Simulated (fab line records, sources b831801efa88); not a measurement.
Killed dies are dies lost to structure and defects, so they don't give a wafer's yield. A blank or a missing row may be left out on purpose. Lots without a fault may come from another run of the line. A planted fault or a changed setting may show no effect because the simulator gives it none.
A struck lot beside a sound one | flow gf180mcu | 39 steps out of a route of 602
Sound: wafers L611.1, L611.4, L611.5. Struck: wafers L612.1, L612.2, L612.6. The cause comes at the end.
At each step with rows: each side's tool, then ch and its chambers, then its first start. Under that, the readings that differ: sound wafers | struck wafers | difference of the means | sigmas: that difference in standard deviations of wafers without a fault.
alike: readings whose means differ by less than 2 such deviations, and words and numbers that are the same on both sides. not compared: withheld readings, readings that some wafer has no value for, bounds like >300 that may hide the same value, and numbers for which the record gives no deviation and whose values overlap.
The two part at a step that has a row with sigmas, a row that says differs or no value, or rows on one side only. Numbers that don't overlap but have no deviation are shown without sigmas and don't part them. A reading that every wafer of one side lacks parts them only if that side has two wafers or more.

first, 5 steps without rows for these wafers: GF_HV_LDD_COAT_14 (resist thk 1000 nm); GF_HV_LDD_SOFTBAKE_15 (time 60 s); GF_HV_LDD_EXPOSE_16 (exposes mask Pplus LV AREA, target cd 400 nm); GF_HV_LDD_PEB_17; GF_HV_LDD_DEVELOP_18 (develop time 60 s).
GF_HV_LDD_CD_MEAS_19: target cd 400 nm.
  sound on cd_sem-01, day 11 01:33; struck on cd_sem-02, day 11 08:15
  alike: cd_nm
GF_HV_LDD_OVL_MEAS_20:
  sound on overlay-02, day 11 01:40; struck on overlay-01, day 11 08:22
  alike: HV_LDD_01_OVL
then, 1 step without rows for these wafers: GF_HV_LDD_IMPLANT_21.
GF_HV_LDD_STRIP_22: strips in O2/N2.
  sound on plasma_asher-01 ch 0,1, day 11 01:51; struck on plasma_asher-01 ch 0,1, day 11 08:33
  alike: drypump_motor_current_A, heater_power_w, oes_product_au, strip_time_to_endpoint_s
  not compared: rf_hours_counter_h
GF_HV_LDD_TW_MEAS_23:
  sound on film_metro-02, day 11 01:57; struck on film_metro-02, day 11 08:39
  alike: HV_LDD_2_TW
then, 2 steps without rows for these wafers: GF_HV_LDD_DEHYDRATE_24 (time 60 s); GF_HV_LDD_HMDS_25 (prime time 60 s).
GF_HV_LDD_COAT_26: resist thk 1000 nm.
  sound on litho_track-02 ch 0, day 11 11:21; struck on litho_track-04, day 11 17:41
  no value came back on the struck wafers for chill_plate_temp_C (C), dispense_pressure_kPa (kPa), exhaust_pa (Pa); on the sound wafers chill_plate_temp_C (C) reads 22.98 23.00 23.08
then, 4 steps without rows for these wafers: GF_HV_LDD_SOFTBAKE_27 (time 60 s); GF_HV_LDD_EXPOSE_28 (exposes mask Nplus HV AREA, target cd 400 nm); GF_HV_LDD_PEB_29; GF_HV_LDD_DEVELOP_30 (develop time 60 s).
GF_HV_LDD_CD_MEAS_31: target cd 400 nm.
  sound on cd_sem-01, day 11 21:02; struck on cd_sem-01, day 12 04:05
  reading    | sound             | struck | difference                    | sigmas
  cd_nm (nm) | 394.6 397.4 396.0 | - - -  | no value on the struck wafers |
GF_HV_LDD_OVL_MEAS_32:
  sound on overlay-01, day 11 21:10; struck on overlay-02, day 12 04:13
  reading            | sound          | struck | difference                    | sigmas
  HV_LDD_02_OVL (nm) | -3.6 -1.3 -2.0 | - - -  | no value on the struck wafers |
then, 4 steps without rows for these wafers: GF_HV_LDD_IMPLANT_33; GF_HV_LDD_IMPLANT_34; GF_HV_LDD_IMPLANT_35; GF_HV_LDD_IMPLANT_36.
GF_HV_LDD_STRIP_37: strips in O2/N2.
  sound on plasma_asher-01 ch 0,1, day 11 21:48; struck on plasma_asher-04 ch 0,1, day 12 04:51
  no value came back on the struck wafers for oes_product_au (a.u.), strip_time_to_endpoint_s (s); on the sound wafers oes_product_au (a.u.) reads 0.708 0.716 0.711
  alike: drypump_motor_current_A, heater_power_w
  not compared: rf_hours_counter_h
GF_HV_LDD_TW_MEAS_38:
  sound on film_metro-01, day 11 21:54; struck on film_metro-04, day 12 04:57
  alike: HV_LDD_3_TW
then, 7 steps without rows for these wafers: GF_HV_LDD_DEHYDRATE_39 (time 60 s); GF_HV_LDD_HMDS_40 (prime time 60 s); GF_HV_LDD_COAT_41 (resist thk 1000 nm); GF_HV_LDD_SOFTBAKE_42 (time 60 s); GF_HV_LDD_EXPOSE_43 (exposes mask Pplus HV AREA, target cd 400 nm); GF_HV_LDD_PEB_44; GF_HV_LDD_DEVELOP_45 (develop time 60 s).
GF_HV_LDD_CD_MEAS_46: target cd 400 nm.
  sound on cd_sem-02, day 12 17:39; struck on cd_sem-01, day 13 01:29
  alike: cd_nm
GF_HV_LDD_OVL_MEAS_47:
  sound on overlay-02, day 12 17:46; struck on overlay-01, day 13 01:37
  reading            | sound       | struck        | difference | sigmas
  HV_LDD_03_OVL (nm) | 2.6 3.7 2.0 | 0.6 -1.5 -1.3 | -3.5       | -2
then, 1 step without rows for these wafers: GF_HV_LDD_IMPLANT_48.
GF_HV_LDD_STRIP_49: strips in O2/N2.
  sound on plasma_asher-01 ch 0,1, day 12 17:57; struck on plasma_asher-03 ch 0,1, day 13 01:48
  alike: drypump_motor_current_A, heater_power_w, oes_product_au, strip_time_to_endpoint_s
  not compared: rf_hours_counter_h
GF_HV_LDD_TW_MEAS_50:
  sound on film_metro-01, day 12 18:03; struck on film_metro-01, day 13 01:54
  reading     | sound       | struck         | difference | sigmas
  HV_LDD_4_TW | 562 564 562 | 1450 1452 1443 | +886       | +99 or more
then, 1 step without rows for these wafers: GF_HV_LDD_CLEAN_51 (cleans in SC1/SC2, time 150 s).
-- the record jumps here: 17 days lie between the struck wafers' starts before and after (it left off in module HV_LDD and takes up again in module PASSIVATION, whose first step shown is number 602 of the route) --
GF_PASSIVATION_PROBE_99:
  the record has rows for the struck wafers here (prober-02, day 29 16:11) and none for the sound ones

WHERE THEY PART
First at GF_HV_LDD_COAT_26; last, within this record, at GF_PASSIVATION_PROBE_99.

WHY: what the simulator had put in
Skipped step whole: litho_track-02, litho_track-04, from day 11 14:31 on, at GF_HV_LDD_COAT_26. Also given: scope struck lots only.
